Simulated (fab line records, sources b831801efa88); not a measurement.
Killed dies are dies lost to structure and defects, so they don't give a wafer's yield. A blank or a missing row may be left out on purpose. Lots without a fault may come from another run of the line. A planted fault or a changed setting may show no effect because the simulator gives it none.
Which tool did it? | flow gf180mcu | 24 lots, 72 wafers sampled, at 5 steps of a route of 602

WHAT THE GAUGES READ, wafer by wafer
GF_MVPSD_TW_MEAS_11.
lot  | measured     | on            | MVPSD_TW
L074 | day 5 03:13  | film_metro-01 | 558 556 558
L075 | day 5 06:25  | film_metro-04 | 565 562 563
L076 | day 5 15:26  | film_metro-02 | 545 547 547
L077 | day 5 19:33  | film_metro-04 | 567 565 563
L078 | day 5 22:37  | film_metro-04 | 563 563 563
L079 | day 6 04:39  | film_metro-04 | 562 563 561
L080 | day 6 11:37  | film_metro-02 | 549 544 543
L081 | day 6 16:40  | film_metro-04 | 561 564 563
L082 | day 6 23:25  | film_metro-02 | 546 549 551
L083 | day 7 05:07  | film_metro-01 | 555 555 556
L084 | day 7 12:25  | film_metro-04 | 562 561 562
L085 | day 7 18:21  | film_metro-04 | 561 559 562
L086 | day 8 00:03  | film_metro-02 | 550 547 547
L087 | day 8 06:22  | film_metro-04 | 560 562 562
L088 | day 8 13:08  | film_metro-02 | 547 547 548
L089 | day 8 17:34  | film_metro-01 | 554 556 555
L090 | day 8 23:40  | film_metro-01 | 556 559 555
L091 | day 9 07:03  | film_metro-04 | 562 564 562
L092 | day 9 10:25  | film_metro-04 | 560 559 563
L093 | day 9 16:56  | film_metro-04 | 565 564 563
L094 | day 9 23:43  | film_metro-02 | 547 545 547
L095 | day 10 02:04 | film_metro-02 | 552 549 548
L096 | day 10 09:10 | film_metro-04 | 563 561 561
L097 | day 10 18:48 | film_metro-01 | 553 554 554

GF_HV_LDD_THK_MEAS_57.
lot  | measured     | on            | HV_LDD_CVD_56_THK (nm)
L074 | day 12 15:10 | film_metro-01 | 91.0 90.7 90.5
L075 | day 12 18:47 | film_metro-01 | 90.9 91.3 90.1
L076 | day 13 08:05 | film_metro-02 | 88.9 88.8 88.8
L077 | day 13 15:29 | film_metro-04 | 89.4 88.4 89.0
L078 | day 14 05:55 | film_metro-01 | 88.0 88.8 87.8
L079 | day 14 02:59 | film_metro-01 | 91.8 92.8 92.1
L080 | day 14 12:17 | film_metro-04 | 89.6 89.2 89.4
L081 | day 14 21:32 | film_metro-02 | 90.0 89.8 89.9
L082 | day 15 08:29 | film_metro-04 | 90.2 91.1 90.7
L083 | day 15 13:10 | film_metro-01 | 89.9 90.2 90.2
L084 | day 15 20:41 | film_metro-01 | 89.3 89.9 89.8
L085 | day 16 04:19 | film_metro-01 | 89.7 89.3 90.3
L086 | day 16 12:19 | film_metro-01 | 89.1 89.8 89.3
L087 | day 16 18:49 | film_metro-04 | 90.3 90.7 90.9
L088 | day 17 02:56 | film_metro-04 | 90.4 90.2 90.0
L089 | day 17 07:08 | film_metro-01 | 92.2 92.2 92.2
L090 | day 17 18:23 | film_metro-02 | 89.3 89.4 90.7
L091 | day 18 04:08 | film_metro-04 | 89.8 89.4 90.6
L092 | day 18 08:47 | film_metro-02 | 89.2 89.0 89.0
L093 | day 18 16:08 | film_metro-02 | 91.4 90.2 91.4
L094 | day 19 02:26 | film_metro-02 | 90.3 90.2 89.3
L095 | day 19 12:56 | film_metro-04 | 91.6 91.2 91.8
L096 | day 19 18:31 | film_metro-01 | 89.4 90.0 89.1
L097 | day 20 07:46 | film_metro-02 | 89.7 89.9 89.7

GF_CONTACT_THK_MEAS_26: measures by xrf.
lot  | measured     | on            | CONTACT_W_THK (nm)
L074 | day 16 05:25 | film_metro-01 | 327 327 330
L075 | day 16 10:18 | film_metro-01 | 330 331 331
L076 | day 17 02:36 | film_metro-04 | 320 323 320
L077 | day 17 09:48 | film_metro-02 | 330 332 329
L078 | day 18 01:35 | film_metro-02 | 323 324 323
L079 | day 17 21:37 | film_metro-01 | 322 332 327
L080 | day 18 08:25 | film_metro-02 | 326 331 325
L081 | day 18 17:39 | film_metro-02 | 328 327 327
L082 | day 19 06:22 | film_metro-02 | 335 327 335
L083 | day 19 13:53 | film_metro-02 | 331 331 328
L084 | day 19 21:23 | film_metro-04 | 324 322 328
L085 | day 20 06:12 | film_metro-04 | 314 322 317
L086 | day 20 12:49 | film_metro-02 | 328 323 324
L087 | day 20 20:57 | film_metro-04 | 316 321 321
L088 | day 21 05:47 | film_metro-01 | 332 332 326
L089 | day 21 11:59 | film_metro-04 | 326 321 322
L090 | day 21 22:35 | film_metro-01 | 334 324 334
L091 | day 22 09:52 | film_metro-01 | 329 332 333
L092 | day 22 14:09 | film_metro-01 | 336 331 336
L093 | day 22 19:30 | film_metro-04 | 318 325 320
L094 | day 23 06:49 | film_metro-01 | 327 328 332
L095 | day 23 15:23 | film_metro-04 | 325 321 326
L096 | day 23 21:31 | film_metro-04 | 322 319 321
L097 | day 24 10:07 | film_metro-01 | 329 327 327

WHICH TOOL RAN EACH LOT (tool, then ch and the chambers of the sampled wafers, then the start)
lot  | GF_HV_LDD_ETCHBACK_58              | GF_CONTACT_ETCH_16
L074 | rie_diel-04 ch 0,2, day 12 15:13   | rie_diel-02 ch 0,2,3, day 16 04:37
L075 | rie_diel-03 ch 0,3, day 12 18:50   | rie_diel-02 ch 1,2, day 16 09:31
L076 | rie_diel-04 ch 0,1,2, day 13 08:09 | rie_diel-01 ch 0,1,3, day 17 01:47
L077 | rie_diel-01 ch 1,3, day 13 15:32   | rie_diel-01 ch 1,2,3, day 17 09:01
L078 | rie_diel-01 ch 0,3, day 14 05:58   | rie_diel-02 ch 0,1, day 18 00:46
L079 | rie_diel-01 ch 0,1,3, day 14 03:03 | rie_diel-04 ch 0,1,3, day 17 20:50
L080 | rie_diel-01 ch 0,2,3, day 14 12:20 | rie_diel-01 ch 0,2,3, day 18 07:37
L081 | rie_diel-04 ch 0,1,2, day 14 21:35 | rie_diel-01 ch 1,2,3, day 18 16:50
L082 | rie_diel-03 ch 0,1, day 15 08:32   | rie_diel-04 ch 1,2,3, day 19 05:35
L083 | rie_diel-04 ch 0,2,3, day 15 13:14 | rie_diel-02 ch 0,1,3, day 19 13:05
L084 | rie_diel-01 ch 1,2,3, day 15 20:44 | rie_diel-01 ch 0,1,3, day 19 20:34
L085 | rie_diel-01 ch 2,3, day 16 04:23   | rie_diel-04 ch 2,3, day 20 05:25
L086 | rie_diel-04 ch 1,2, day 16 12:23   | rie_diel-02 ch 1,3, day 20 12:01
L087 | rie_diel-03 ch 1,2,3, day 16 18:53 | rie_diel-02 ch 0,2,3, day 20 20:10
L088 | rie_diel-03 ch 0,3, day 17 02:59   | rie_diel-04 ch 1,2, day 21 04:59
L089 | rie_diel-01 ch 2,3, day 17 07:11   | rie_diel-04 ch 0,3, day 21 11:11
L090 | rie_diel-01 ch 1,2,3, day 17 18:26 | rie_diel-02 ch 1,2, day 21 21:47
L091 | rie_diel-01 ch 0,1,2, day 18 04:12 | rie_diel-01 ch 1,2,3, day 22 09:05
L092 | rie_diel-04 ch 1,2, day 18 08:50   | rie_diel-02 ch 1,2,3, day 22 13:22
L093 | rie_diel-04 ch 0,1, day 18 16:11   | rie_diel-01 ch 0,1,2, day 22 18:43
L094 | rie_diel-03 ch 0,1,2, day 19 02:29 | rie_diel-04 ch 0,2,3, day 23 06:01
L095 | rie_diel-04 ch 1,2,3, day 19 12:59 | rie_diel-02 ch 0,2,3, day 23 14:35
L096 | rie_diel-01 ch 0,3, day 19 18:34   | rie_diel-02 ch 1,2, day 23 20:43
L097 | rie_diel-01 ch 0,1,2, day 20 07:50 | rie_diel-01 ch 0,2,3, day 24 09:19
- GF_HV_LDD_ETCHBACK_58: etches Si3N4 in CH3F/O2, stops on SiO2, time 100 s, target depth 90 nm.
- GF_CONTACT_ETCH_16: etches BARC in N2/H2.

WHAT THE TOOLS THEMSELVES READ (means of the sampled wafers that have a number; where no wafer has one, the mark that the record gives instead)
GF_HV_LDD_ETCHBACK_58.
lot  | tool        | O2_flow_sccm (sccm) | drypump_motor_current_A (A) | oes_product_au (a.u.) | throttle_valve_pct (%)
L074 | rie_diel-04 | 29.99               | 6.1                         | 0.846                 | 10.556
L075 | rie_diel-03 | 30.03               | 6.3                         | 0.842                 | 10.560
L076 | rie_diel-04 | 29.91               | 5.9                         | 0.840                 | 10.566
L077 | rie_diel-01 | 29.95               | 5.8                         | 0.839                 | 10.557
L078 | rie_diel-01 | 30.00               | 5.7                         | 0.833                 | 10.557
L079 | rie_diel-01 | 30.00               | 5.8                         | 0.854                 | 10.571
L080 | rie_diel-01 | 30.04               | 6.0                         | 0.840                 | 10.553
L081 | rie_diel-04 | 29.98               | 5.9                         | 0.844                 | 10.565
L082 | rie_diel-03 | 30.06               | 6.4                         | 0.846                 | 10.566
L083 | rie_diel-04 | 29.95               | 6.2                         | 0.836                 | 10.555
L084 | rie_diel-01 | 29.97               | 6.1                         | 0.842                 | 10.561
L085 | rie_diel-01 | 30.07               | 5.9                         | 0.838                 | 10.557
L086 | rie_diel-04 | 30.11               | 5.6                         | 0.831                 | 10.554
L087 | rie_diel-03 | 29.98               | 6.0                         | 0.844                 | 10.555
L088 | rie_diel-03 | 29.98               | 6.3                         | 0.848                 | 10.565
L089 | rie_diel-01 | 29.99               | 5.9                         | 0.854                 | 10.560
L090 | rie_diel-01 | 29.98               | 6.0                         | 0.841                 | 10.561
L091 | rie_diel-01 | 30.08               | 6.2                         | 0.840                 | 10.558
L092 | rie_diel-04 | 29.93               | 5.9                         | 0.834                 | 10.563
L093 | rie_diel-04 | 30.02               | 5.8                         | 0.849                 | 10.570
L094 | rie_diel-03 | 29.99               | 6.3                         | 0.842                 | 10.559
L095 | rie_diel-04 | 29.95               | 5.9                         | 0.850                 | 10.561
L096 | rie_diel-01 | 30.04               | 5.8                         | 0.834                 | 10.562
L097 | rie_diel-01 | 29.97               | 6.2                         | 0.843                 | 10.563

GF_CONTACT_ETCH_16.
lot  | tool        | drypump_motor_current_A (A) | oes_product_au (a.u.) | throttle_valve_pct (%)
L074 | rie_diel-02 | 6.0                         | 0.852                 | 13.224
L075 | rie_diel-02 | 6.2                         | 0.849                 | 13.229
L076 | rie_diel-01 | 5.9                         | 0.857                 | 13.221
L077 | rie_diel-01 | 6.0                         | 0.856                 | 13.221
L078 | rie_diel-02 | 6.1                         | 0.856                 | 13.227
L079 | rie_diel-04 | 5.8                         | 0.854                 | 13.237
L080 | rie_diel-01 | 6.0                         | 0.852                 | 13.228
L081 | rie_diel-01 | 6.1                         | 0.855                 | 13.229
L082 | rie_diel-04 | 5.9                         | 0.853                 | 13.226
L083 | rie_diel-02 | 5.9                         | 0.858                 | 13.227
L084 | rie_diel-01 | 5.9                         | 0.860                 | 13.227
L085 | rie_diel-04 | 6.3                         | 0.858                 | 13.217
L086 | rie_diel-02 | 5.5                         | 0.857                 | 13.228
L087 | rie_diel-02 | 6.1                         | 0.857                 | 13.231
L088 | rie_diel-04 | 5.6                         | 0.854                 | 13.230
L089 | rie_diel-04 | 6.1                         | 0.857                 | 13.229
L090 | rie_diel-02 | 6.1                         | 0.852                 | 13.224
L091 | rie_diel-01 | 6.0                         | 0.857                 | 13.224
L092 | rie_diel-02 | 5.9                         | 0.854                 | 13.224
L093 | rie_diel-01 | 6.2                         | 0.857                 | 13.220
L094 | rie_diel-04 | 6.2                         | 0.852                 | 13.223
L095 | rie_diel-02 | 6.0                         | 0.854                 | 13.221
L096 | rie_diel-02 | 6.2                         | 0.852                 | 13.228
L097 | rie_diel-01 | 6.0                         | 0.852                 | 13.220

THE ANSWER, worked out from the rows above alone
Rule: what is usual is taken from the lots themselves. Put in order of their means at a reading, lots are off if they are a third of the lots or fewer, leave a main group of 4 or more, and stand apart from it by a gap of 3 or more times the standard deviation of the main group's means; of several such gaps the widest counts. A main group whose means are all the same, to the digits that the tables above print for the reading, isn't used. A lot without any number at a reading at which 4 lots or more have one is off too. The other lots that the step has rows for count as sound. The gauges are gone through in route order, then the tools' own readings, and for those a lot's mean is taken as printed above. The first step at which some lot is off is used, and at that step the reading that is off furthest; a lot without a number counts as furthest.
No lot is off at any reading shown: from this, nothing can be told.

WHAT THE SIMULATOR HAD PUT IN
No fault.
